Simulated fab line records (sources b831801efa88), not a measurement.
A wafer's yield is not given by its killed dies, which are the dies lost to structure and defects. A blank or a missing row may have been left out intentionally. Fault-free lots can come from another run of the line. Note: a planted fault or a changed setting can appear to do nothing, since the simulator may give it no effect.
Comparing a struck lot with a sound one :: flow gf180mcu :: 14 out of 602 route steps
Sound: wafers L809.1, L809.2, L809.4. Wafers L811.1, L811.3, L811.4 were the ones struck. At the end, the cause is stated.
Per side, at each step with rows, come the tool, then ch with its chambers, and then its first start. Under that, the readings that differ: sound wafers :: struck wafers :: difference of the means :: sigmas: that difference in standard deviations of wafers without a fault.
alike: readings whose means differ by less than 2 such deviations, and words and numbers that are the same on both sides. not compared: withheld readings, readings that some wafer has no value for, bounds like >300 that may hide the same value, and numbers for which the record gives no deviation and whose values overlap.
A row with sigmas, a row that says differs or no value, or rows on one side alone: a step with any of these is where the two part. Non-overlapping numbers with no deviation appear without sigmas and do not part them. Lack of a reading on every wafer of one side parts them only where that side has two or more wafers.

GF_DUAL_GATE_OVL_MEAS_11:
  struck on overlay-01, day 9 16:58; sound on overlay-01, day 8 21:55
  alike: DUAL_GATE_OVL
then, 1 step without rows for these wafers: GF_DUAL_GATE_WET_ETCH_12 (etches SiO2 in dHF, target depth 13 nm, time 260 s).
GF_DUAL_GATE_STRIP_13: strips in O2/N2.
  sound on plasma-asher-03 ch 0,1, day 8 22:02; struck on plasma-asher-04 ch 0,1, day 9 17:05
  alike: drypump-motor-current-A, heater-power-w, o2-flow-sccm, oes-product-au, strip-time-to-endpoint-s
  not compared: rf-hours-counter-h
then, 3 steps without rows for these wafers: GF_DUAL_GATE_CLEAN_14 (cleans in SC1/SC2, time 150 s); GF_DUAL_GATE_OXIDATION_15 (stabilise 600 s, purge 300 s, target thk 7.098 nm); GF_POLY_GATE_CVD_00 (deposits poly-Si, target thk 200 nm, time 1200 s).
GF_POLY_GATE_THK_MEAS_01:
  struck on film-metro-03, day 9 20:08; sound on film-metro-04, day 9 02:58
reading: POLY_GATE_CVD_00_THK (nm)
sound: 204.2 203.2 203.2
struck: 198.9 198.4 198.4
difference: -5.0
sigmas: -3
then, 5 steps without rows for these wafers: GF_POLY_GATE_DEHYDRATE_02 (time 60 s); GF_POLY_GATE_HMDS_03 (prime time 60 s); GF_POLY_GATE_COAT_04; GF_POLY_GATE_COAT_05 (resist thk 700 nm); GF_POLY_GATE_SOFTBAKE_06 (time 60 s).
GF_POLY_GATE_EXPOSE_07: exposes mask Poly2, target cd 280 nm.
  struck on krf-scanner-01, day 10 04:49; sound on krf-scanner-01 ch 0, day 9 11:38
  no value came back on the struck wafers for exposure-dose-mJ-cm2, focus-offset-nm (nm); on the sound wafers exposure-dose-mJ-cm2 reads 27.98 27.97 27.99
  alike: mask
then, 1 step without rows for these wafers: GF_POLY_GATE_PEB_08 (peb time 90 s).

== WHERE THEY PART ==
At GF_POLY_GATE_THK_MEAS_01 first; at GF_POLY_GATE_EXPOSE_07 last (within this record only).

WHY: whatever the simulator had introduced
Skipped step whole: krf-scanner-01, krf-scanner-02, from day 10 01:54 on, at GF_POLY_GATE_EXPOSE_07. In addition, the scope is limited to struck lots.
